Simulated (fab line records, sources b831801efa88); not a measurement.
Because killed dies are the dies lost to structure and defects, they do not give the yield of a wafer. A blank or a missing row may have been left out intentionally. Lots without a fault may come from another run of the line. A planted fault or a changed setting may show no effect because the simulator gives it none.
fab line records ; flow gf180mcu
[record] lots = 11; wafers = 33; last_day = 34
route steps=602 shown STI@25 PSD@257 V1@337
lots with no fault: from the same line, run without faults
start_h: hours from the record's opening day to when the first of the lot's shown wafers began ; wait_h: how many hours have passed since the lot's step before this one ; " as in the row above ; L1.1+2: one row covering several wafers at once ; - no value, or no start was given ; * or withheld: withheld ; < > ~ a bound
route shown NAME@n: a module of which the file shows steps, and the number in the route of the first ; usual: mean/standard deviation taken from wafers without a fault ; same: alike in all rows ; chamber/n: place in a boat ; sites: each site's reading ; _std_site: their standard deviation ; _edge_site: inner sites' mean taken away from outer sites' mean ; radius_mm: how far each site lies from the wafer's centre ; mask NAME#n: copy n ; behind: the last tool/chamber to shape the wafer ; hold: why the lot was held/for how many hours/how that ended ; device: the transistor (n, p or np) that didn't switch ; end of line: tests run on the same wafers once the route is complete ; where a step has no rows: the recipe by itself ; killed: count of dies lost to structure and defects at first sort (not the wafer's yield) ; map: per-die view of a wafer (x killed, . not killed, _ where there is no die)
set.NAME: the run value of the setting; set.NAME@STEP: its run value at that earlier step ; model.NAME: the simulator's own value behind a step, which no gauge read
a sample of lots followed through the steps of the route, with each step as a table and each wafer as a row
services: when a tool's chamber went out of use (start_h, in hours from the record's first day, below 0 if earlier), for how many hours, and the reason
[[steps]]
[step GF_STI_THK_MEAS_24]
[recipe] reads = SiO2_of_STI_CVD_23
[usual] STI_CVD_23_THK = 647/5.7
lot.wafer;tool;chamber;start_h;wait_h;STI_CVD_23_THK[nm]
L660.2;film_metro-04;-;44.73;0.0;650
L660.3;film_metro-04;-;44.73;0.0;646
L660.4;film_metro-04;-;44.73;0.0;646
L661.1;film_metro-03;-;48.26;0.0;658
L661.4;film_metro-03;-;48.26;0.0;655
L661.5;film_metro-03;-;48.26;0.0;655
L663.1;film_metro-03;-;58.39;0.0;631
L663.5;film_metro-03;-;58.39;0.0;643
L663.6;film_metro-03;-;58.39;0.0;638
L664.2;film_metro-01;-;64.52;0.0;645
L664.3;film_metro-01;-;64.52;0.0;649
L664.4;film_metro-01;-;64.52;0.0;650
L665.1;film_metro-04;-;67.89;0.0;644
L665.3;film_metro-04;-;67.89;0.0;635
L665.6;film_metro-04;-;67.89;0.0;643
L666.2;film_metro-04;-;75.14;0.0;649
L666.5;film_metro-04;-;75.14;0.0;659
L666.6;film_metro-04;-;75.14;0.0;646
L670.2;film_metro-01;-;94.35;0.0;648
L670.5;film_metro-01;-;94.35;0.0;641
L670.6;film_metro-01;-;94.35;0.0;649
L671.1;film_metro-01;-;100.42;0.0;636
L671.3;film_metro-01;-;100.42;0.0;641
L671.5;film_metro-01;-;100.42;0.0;640
L672.1;film_metro-01;-;104.76;0.0;645
L672.5;film_metro-01;-;104.76;0.0;644
L672.6;film_metro-01;-;104.76;0.0;654
L679.1;film_metro-03;-;142.03;0.0;649
L679.2;film_metro-03;-;142.03;0.0;642
L679.4;film_metro-03;-;142.03;0.0;651
L680.1;film_metro-01;-;146.42;0.0;655
L680.2;film_metro-01;-;146.42;0.0;652
L680.6;film_metro-01;-;146.42;0.0;661
[step GF_PSD_IMPLANT_09]
[recipe] species = BF2; energy_kev = 40; dose_cm2 = 1.5e+15; tilt_deg = 7
[usual] dose_ions_cm2 = 1.4998e+15/1.6e+12; end_station_pressure_torr = 1.17e-05/5.2e-07; faraday_current_uA = 8231/150
lot.wafer;tool;chamber;start_h;wait_h;dose_ions_cm2;end_station_pressure_torr;faraday_current_uA
L660.2;implanter-03;0;346.93;0.0;1.5002e+15;1.18e-05;8325
L660.3;implanter-03;0;346.93;0.0;1.5003e+15;1.08e-05;8468
L660.4;implanter-03;0;346.93;0.0;1.5015e+15;1.11e-05;8451
L661.1;implanter-03;0;352.25;0.0;1.5004e+15;1.11e-05;7845
L661.4;implanter-03;0;352.25;0.0;1.5012e+15;1.19e-05;8176
L661.5;implanter-03;0;352.25;0.0;1.5028e+15;1.14e-05;8161
L663.1;implanter-04;0;369.91;0.0;1.4969e+15;1.13e-05;8047
L663.5;implanter-04;0;369.91;0.0;1.501e+15;1.13e-05;8254
L663.6;implanter-04;0;369.91;0.0;1.5002e+15;1.24e-05;8291
L664.2;implanter-02;0;378.08;0.0;1.5001e+15;1.16e-05;8253
L664.3;implanter-02;0;378.08;0.0;1.5024e+15;1.14e-05;8361
L664.4;implanter-02;0;378.08;0.0;1.5028e+15;1.16e-05;8209
L665.1;implanter-02;0;385.15;0.0;1.4994e+15;1.15e-05;8237
L665.3;implanter-02;0;385.15;0.0;1.4987e+15;1.11e-05;7816
L665.6;implanter-02;0;385.15;0.0;1.5e+15;1.12e-05;8241
L666.2;implanter-03;0;392.12;0.0;1.499e+15;1.13e-05;8535
L666.5;implanter-03;0;392.12;0.0;1.5004e+15;1.26e-05;8354
L666.6;implanter-03;0;392.12;0.0;1.5012e+15;1.06e-05;8436
L670.2;implanter-03;0;427.78;0.0;1.5003e+15;1.17e-05;8353
L670.5;implanter-03;0;427.78;0.0;1.4997e+15;1.25e-05;8238
L670.6;implanter-03;0;427.78;0.0;1.4988e+15;1.15e-05;8453
L671.1;implanter-03;0;435.15;0.0;2.0923e+15;1.37e-05;11563
L671.3;implanter-03;0;435.15;0.0;2.0883e+15;1.52e-05;11504
L671.5;implanter-03;0;435.15;0.0;2.0932e+15;1.3e-05;11014
L672.1;implanter-03;0;443.00;0.0;2.0912e+15;1.44e-05;11655
L672.5;implanter-03;0;443.00;0.0;2.0905e+15;1.49e-05;11351
L672.6;implanter-03;0;443.00;0.0;2.0908e+15;1.33e-05;11400
L679.1;implanter-02;0;504.25;0.0;1.5008e+15;1.18e-05;8096
L679.2;implanter-02;0;504.25;0.0;1.5006e+15;1.17e-05;8350
L679.4;implanter-02;0;504.25;0.0;1.4977e+15;1.21e-05;8220
L680.1;implanter-04;0;511.85;0.0;1.5003e+15;1.19e-05;8360
L680.2;implanter-04;0;511.85;0.0;1.4997e+15;1.09e-05;8231
L680.6;implanter-04;0;511.85;0.0;1.5003e+15;1.16e-05;8188
[step GF_PSD_STRIP_10]
[recipe] chemistry = O2/N2; power_w = 1400; pressure_mtorr = 1500; platen_temp_c = 250; o2_flow_sccm = 3000; n2_flow_sccm = 300; overash_fraction = 0.5
[usual] drypump_motor_current_A = 5.5/0.34; heater_power_w = 319/18; oes_product_au = 0.592/0.0045; platen_temp_c = 249.97/0.19; strip_time_to_endpoint_s = 16.51/0.035
lot.wafer;tool;chamber;start_h;wait_h;drypump_motor_current_A;heater_power_w;oes_product_au;platen_temp_c;rf_hours_counter_h;strip_time_to_endpoint_s
L660.2;plasma_asher-02;1;347.05;0.1;4.8;321;0.585;249.97;69;16.51
L660.3;plasma_asher-02;1;347.05;0.1;4.8;327;0.586;249.93;-;16.53
L660.4;plasma_asher-02;0;347.05;0.1;6.0;337;0.591;249.84;-;16.49
L661.1;plasma_asher-02;1;352.40;0.1;4.8;320;0.586;250.14;69;16.52
L661.4;plasma_asher-02;0;352.40;0.1;6.0;344;0.597;249.95;-;16.58
L661.5;plasma_asher-02;1;352.40;0.1;4.8;322;0.583;250.15;-;16.56
L663.1;plasma_asher-03;0;370.06;0.1;5.7;316;0.589;249.74;24;16.43
L663.5;plasma_asher-03;0;370.06;0.1;5.7;313;0.592;250.04;-;16.45
L663.6;plasma_asher-03;1;370.06;0.1;5.6;288;0.582;249.49;-;16.48
L664.2;plasma_asher-02;1;378.21;0.1;4.8;321;0.592;249.85;71;16.51
L664.3;plasma_asher-02;1;378.21;0.1;4.8;320;0.586;249.71;-;16.55
L664.4;plasma_asher-02;0;378.21;0.1;6.0;346;0.598;250.19;-;16.50
L665.1;plasma_asher-02;1;385.30;0.1;4.8;322;0.594;250.03;72;16.48
L665.3;plasma_asher-02;0;385.30;0.1;6.0;347;0.590;249.91;-;16.52
L665.6;plasma_asher-02;0;385.30;0.1;6.0;346;0.589;250.23;-;16.50
L666.2;plasma_asher-01;0;392.25;0.1;5.4;333;0.594;249.90;62;16.49
L666.5;plasma_asher-01;1;392.25;0.1;5.6;328;0.594;250.13;-;16.49
L666.6;plasma_asher-01;0;392.25;0.1;5.4;332;0.591;249.97;-;16.51
L670.2;plasma_asher-01;0;427.91;0.1;5.4;332;0.597;249.99;65;16.51
L670.5;plasma_asher-01;0;427.91;0.1;5.4;321;0.599;250.12;-;16.51
L670.6;plasma_asher-01;1;427.91;0.1;5.5;326;0.595;249.94;-;16.50
L671.1;plasma_asher-02;1;435.30;0.1;4.8;320;0.568;250.04;1;17.60
L671.3;plasma_asher-02;0;435.30;0.1;6.0;322;0.571;249.81;-;17.61
L671.5;plasma_asher-02;0;435.30;0.1;6.0;326;0.573;250.11;-;17.63
L672.1;plasma_asher-03;0;443.15;0.1;5.7;326;0.570;250.42;32;17.59
L672.5;plasma_asher-03;1;443.15;0.1;5.6;276;0.573;250.13;-;17.59
L672.6;plasma_asher-03;0;443.15;0.1;5.7;309;0.568;249.96;-;17.58
L679.1;plasma_asher-03;1;504.40;0.1;5.6;289;0.598;249.84;38;16.56
L679.2;plasma_asher-03;0;504.40;0.1;5.7;321;0.596;249.87;38;16.60
L679.4;plasma_asher-03;0;504.40;0.1;5.7;318;0.600;250.04;-;16.54
L680.1;plasma_asher-01;1;512.00;0.1;5.6;316;0.586;250.01;74;16.51
L680.2;plasma_asher-01;0;512.00;0.1;5.3;322;0.594;249.92;74;16.50
L680.6;plasma_asher-01;1;512.00;0.1;5.5;330;0.596;250.01;-;16.45
[step GF_PSD_TW_MEAS_11]
[usual] PSD_TW = 3163/24
lot.wafer;tool;chamber;start_h;wait_h;PSD_TW
L660.2;film_metro-03;-;347.16;0.1;3166
L660.3;film_metro-03;-;347.16;0.1;3173
L660.4;film_metro-03;-;347.16;0.1;3151
L661.1;film_metro-03;-;352.50;0.1;3157
L661.4;film_metro-03;-;352.50;0.1;3147
L661.5;film_metro-03;-;352.50;0.1;3148
L663.1;film_metro-02;-;370.16;0.1;3133
L663.5;film_metro-02;-;370.16;0.1;3138
L663.6;film_metro-02;-;370.16;0.1;3120
L664.2;film_metro-04;-;378.32;0.1;3197
L664.3;film_metro-04;-;378.32;0.1;3180
L664.4;film_metro-04;-;378.32;0.1;3177
L665.1;film_metro-02;-;385.40;0.1;3144
L665.3;film_metro-02;-;385.40;0.1;3131
L665.6;film_metro-02;-;385.40;0.1;3126
L666.2;film_metro-03;-;392.36;0.1;3193
L666.5;film_metro-03;-;392.36;0.1;3163
L666.6;film_metro-03;-;392.36;0.1;3163
L670.2;film_metro-03;-;428.02;0.1;3181
L670.5;film_metro-03;-;428.02;0.1;3169
L670.6;film_metro-03;-;428.02;0.1;3187
L671.1;film_metro-04;-;435.40;0.1;3395
L671.3;film_metro-04;-;435.40;0.1;3403
L671.5;film_metro-04;-;435.40;0.1;3408
L672.1;film_metro-03;-;443.25;0.1;3369
L672.5;film_metro-03;-;443.25;0.1;3398
L672.6;film_metro-03;-;443.25;0.1;3375
L679.1;film_metro-03;-;504.50;0.1;3166
L679.2;film_metro-03;-;504.50;0.1;3161
L679.4;film_metro-03;-;504.50;0.1;3158
L680.1;film_metro-02;-;512.10;0.1;3148
L680.2;film_metro-02;-;512.10;0.1;3137
L680.6;film_metro-02;-;512.10;0.1;3148
[step GF_PSD_RS_MEAS_15]
[recipe] thk_meas_gauge = four-point-probe
[usual] PSD_RS = 108.5/0.31
lot.wafer;tool;chamber;start_h;wait_h;PSD_RS[ohm/sq]
L660.2;film_metro-04;-;347.57;0.1;108.4
L660.3;film_metro-04;-;347.57;0.1;108.2
L660.4;film_metro-04;-;347.57;0.1;108.5
L661.1;film_metro-03;-;352.82;0.1;108.3
L661.4;film_metro-03;-;352.82;0.1;108.3
L661.5;film_metro-03;-;352.82;0.1;108.3
L663.1;film_metro-03;-;370.47;0.1;108.4
L663.5;film_metro-03;-;370.47;0.1;108.2
L663.6;film_metro-03;-;370.47;0.1;108.9
L664.2;film_metro-02;-;378.64;0.1;108.6
L664.3;film_metro-02;-;378.64;0.1;108.4
L664.4;film_metro-02;-;378.64;0.1;109.1
L665.1;film_metro-02;-;385.72;0.1;108.6
L665.3;film_metro-02;-;385.72;0.1;108.9
L665.6;film_metro-02;-;385.72;0.1;109.0
L666.2;film_metro-04;-;392.68;0.1;108.6
L666.5;film_metro-04;-;392.68;0.1;108.5
L666.6;film_metro-04;-;392.68;0.1;108.7
L670.2;film_metro-04;-;428.34;0.1;108.6
L670.5;film_metro-04;-;428.34;0.1;108.7
L670.6;film_metro-04;-;428.34;0.1;108.6
L671.1;film_metro-03;-;435.77;0.1;102.8
L671.3;film_metro-03;-;435.77;0.1;102.7
L671.5;film_metro-03;-;435.77;0.1;102.7
L672.1;film_metro-04;-;443.56;0.1;102.5
L672.5;film_metro-04;-;443.56;0.1;102.4
L672.6;film_metro-04;-;443.56;0.1;102.4
L679.1;film_metro-03;-;504.81;0.1;108.5
L679.2;film_metro-03;-;504.81;0.1;108.4
L679.4;film_metro-03;-;504.81;0.1;108.4
L680.1;film_metro-03;-;512.42;0.1;108.5
L680.2;film_metro-03;-;512.42;0.1;109.0
L680.6;film_metro-03;-;512.42;0.1;108.7
[step GF_V1_CVD_02]
[recipe] material = SiO2; target_thk_nm = 850; precursor = TEOS; temp_c = 400; time_s = 94.851; rf_w = 600
[usual] heater_power_w = 645/100
lot.wafer;tool;chamber;start_h;wait_h;heater_power_w;since_wet_clean_h
L660.2;pecvd-04;1;419.71;0.0;608;37
L660.3;pecvd-04;0;419.71;0.0;616;37
L660.4;pecvd-04;2;419.71;0.0;509;-
L661.1;pecvd-02;1;425.14;0.1;619;667
L661.4;pecvd-02;1;425.14;0.1;630;-
L661.5;pecvd-02;0;425.14;0.1;727;-
L663.1;pecvd-03;0;445.00;0.1;830;479
L663.5;pecvd-03;0;445.00;0.1;711;-
L663.6;pecvd-03;1;445.00;0.1;551;-
L664.2;pecvd-02;1;452.95;0.0;573;695
L664.3;pecvd-02;0;452.95;0.0;649;695
L664.4;pecvd-02;1;452.95;0.0;625;-
L665.1;pecvd-03;2;461.03;0.1;640;495
L665.3;pecvd-03;1;461.03;0.1;685;495
L665.6;pecvd-03;2;461.03;0.1;514;-
L666.2;pecvd-04;1;467.55;0.0;567;85
L666.5;pecvd-04;0;467.55;0.0;661;-
L666.6;pecvd-04;1;467.55;0.0;593;-
L670.2;pecvd-04;2;505.46;0.0;611;123
L670.5;pecvd-04;1;505.46;0.0;644;-
L670.6;pecvd-04;2;505.46;0.0;508;-
L671.1;pecvd-02;1;511.45;0.1;656;753
L671.3;pecvd-02;2;511.45;0.1;545;753
L671.5;pecvd-02;1;511.45;0.1;505;-
L672.1;pecvd-02;2;519.20;0.1;565;761
L672.5;pecvd-02;2;519.20;0.1;529;-
L672.6;pecvd-02;0;519.20;0.1;759;-
L679.1;pecvd-03;1;575.74;0.1;683;609
L679.2;pecvd-03;0;575.74;0.1;787;609
L679.4;pecvd-03;1;575.74;0.1;566;-
L680.1;pecvd-03;1;582.80;0.1;644;616
L680.2;pecvd-03;0;582.80;0.1;856;616
L680.6;pecvd-03;0;582.80;0.1;865;-
[step GF_V1_CMP_04]
[recipe] material = SiO2; down_force_psi = 4; platen_rpm = 60; pad_velocity_m_s = 0.94248
[usual] motor_current_A = 11.8/1.9; retaining_ring_pressure_frac = 1.000/0.0053; time_to_endpoint_s = 81/5.4
lot.wafer;tool;chamber;start_h;wait_h;motor_current_A;retaining_ring_pressure_frac;time_to_endpoint_s
L660.2;cmp-01;0;419.85;0.1;9.7;1.001;86
L660.3;cmp-01;2;419.85;0.1;11.8;0.995;74
L660.4;cmp-01;3;419.85;0.1;11.9;0.991;86
L661.1;cmp-02;1;425.57;0.4;15.2;1.000;80
L661.4;cmp-02;2;425.57;0.4;12.1;0.997;90
L661.5;cmp-02;3;425.57;0.4;10.8;0.995;80
L663.1;cmp-01;1;445.21;0.1;9.5;0.993;67
L663.5;cmp-01;0;445.21;0.1;9.1;0.993;84
L663.6;cmp-01;1;445.21;0.1;10.2;0.997;72
L664.4;cmp-01;1;453.13;0.1;10.1;0.994;74
L664.2;cmp-01;2;453.13;0.1;11.9;1.008;77
L664.3;cmp-01;3;453.13;0.1;10.9;1.001;81
L665.3;cmp-01;3;461.21;0.1;11.4;1.000;74
L665.1;cmp-01;1;461.21;0.1;9.9;1.000;66
L665.6;cmp-01;2;461.21;0.1;12.4;1.001;80
L666.2;cmp-01;2;467.83;0.2;12.4;0.999;74
L666.5;cmp-01;3;467.83;0.2;11.6;0.994;80
L666.6;cmp-01;0;467.83;0.2;9.6;1.003;83
L670.2;cmp-02;2;505.73;0.1;13.0;1.003;82
L670.5;cmp-02;0;505.73;0.1;11.9;0.998;78
L670.6;cmp-02;1;505.73;0.1;16.2;1.001;84
L671.1;cmp-01;1;511.65;0.1;10.5;1.000;86
L671.3;cmp-01;0;511.65;0.1;10.3;1.001;85
L671.5;cmp-01;2;511.65;0.1;12.8;1.006;85
L672.1;cmp-01;0;519.46;0.1;10.2;1.010;85
L672.6;cmp-01;2;519.46;0.1;12.4;0.989;89
L672.5;cmp-01;3;519.46;0.1;11.6;1.008;90
L679.2;cmp-01;0;576.03;0.2;9.8;0.992;92
L679.4;cmp-01;2;576.03;0.2;12.4;1.004;86
L679.1;cmp-01;3;576.03;0.2;11.3;0.991;82
L680.2;cmp-02;2;583.03;0.1;13.7;0.995;87
L680.1;cmp-02;3;583.03;0.1;10.2;1.002;77
L680.6;cmp-02;1;583.03;0.1;16.5;1.001;82
[[services]]
tool;chamber;start_h;hours;kind
pecvd-04;-;323.57;1.0;repair
pecvd-02;-;338.84;2.8;pm
implanter-02;-;343.01;2.9;repair
cmp-01;-;351.33;1.4;repair
implanter-03;-;364.70;0.7;repair
cmp-02;-;366.23;2.1;repair
implanter-03;-;376.21;6.9;pm
pecvd-02;-;377.55;0.7;repair
implanter-03;-;393.41;5.5;repair
cmp-01;-;404.00;4.0;pm
pecvd-03;0;416.94;9.8;repair
plasma_asher-02;-;421.25;9.0;pm
implanter-03;-;421.40;1.2;repair
implanter-03;-;428.00;6.6;pm
pecvd-03;2;431.86;18.2;repair
pecvd-03;-;433.24;1.4;repair
plasma_asher-02;-;440.26;1.0;repair
cmp-01;-;473.33;5.8;repair
cmp-01;-;479.11;12.1;pm
pecvd-03;-;496.94;3.0;repair
pecvd-02;1;514.71;9.3;repair
implanter-03;-;523.79;4.3;repair
plasma_asher-02;-;556.94;2.8;pm
implanter-03;-;576.80;3.2;repair
[[key]]
[first_sign] step = GF_PSD_IMPLANT_09; reading = dose_ions_cm2; direction = up; sigmas = 99+; usual = 1.4998e+15; struck = 2.091e+15
[effect] step = GF_PSD_IMPLANT_09; reading = faraday_current_uA; direction = up; sigmas = 21; usual = 8231; struck = 11415
[effect] step = GF_PSD_STRIP_10; reading = strip_time_to_endpoint_s; direction = up; sigmas = 31; usual = *; struck = *
[effect] step = GF_PSD_TW_MEAS_11; reading = PSD_TW; direction = up; sigmas = 9.7; usual = 3163; struck = 3392
[effect] step = GF_PSD_RS_MEAS_15; reading = PSD_RS; direction = down; sigmas = 19; usual = 108.5; struck = 102.6
met_at GF_PSD_IMPLANT_09
struck_lots L671,L672
tester_left_out L671,L672
not_acting_at GF_STI_THK_MEAS_24,GF_V1_CVD_02,GF_V1_CMP_04
onset_between 427.78 435.15
[fault] kind = process_parameter_drift; tool = implanter-03; chamber = -; onset_h = 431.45; steps = GF_PSD_IMPLANT_09; channel = dose_cm2; offset = 5.9333e+14; shape = step; end_h = 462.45; acts_in = these_recipes_only; stated = 1.5e+15
// tester_left_out: of these lots the tester's yield and bins aren't shown, on N5 and GAA mostly nor the transistor test; their killed dies are dies lost to structure and defects alone, not to doping, threshold or leakage, so they don't give the yield
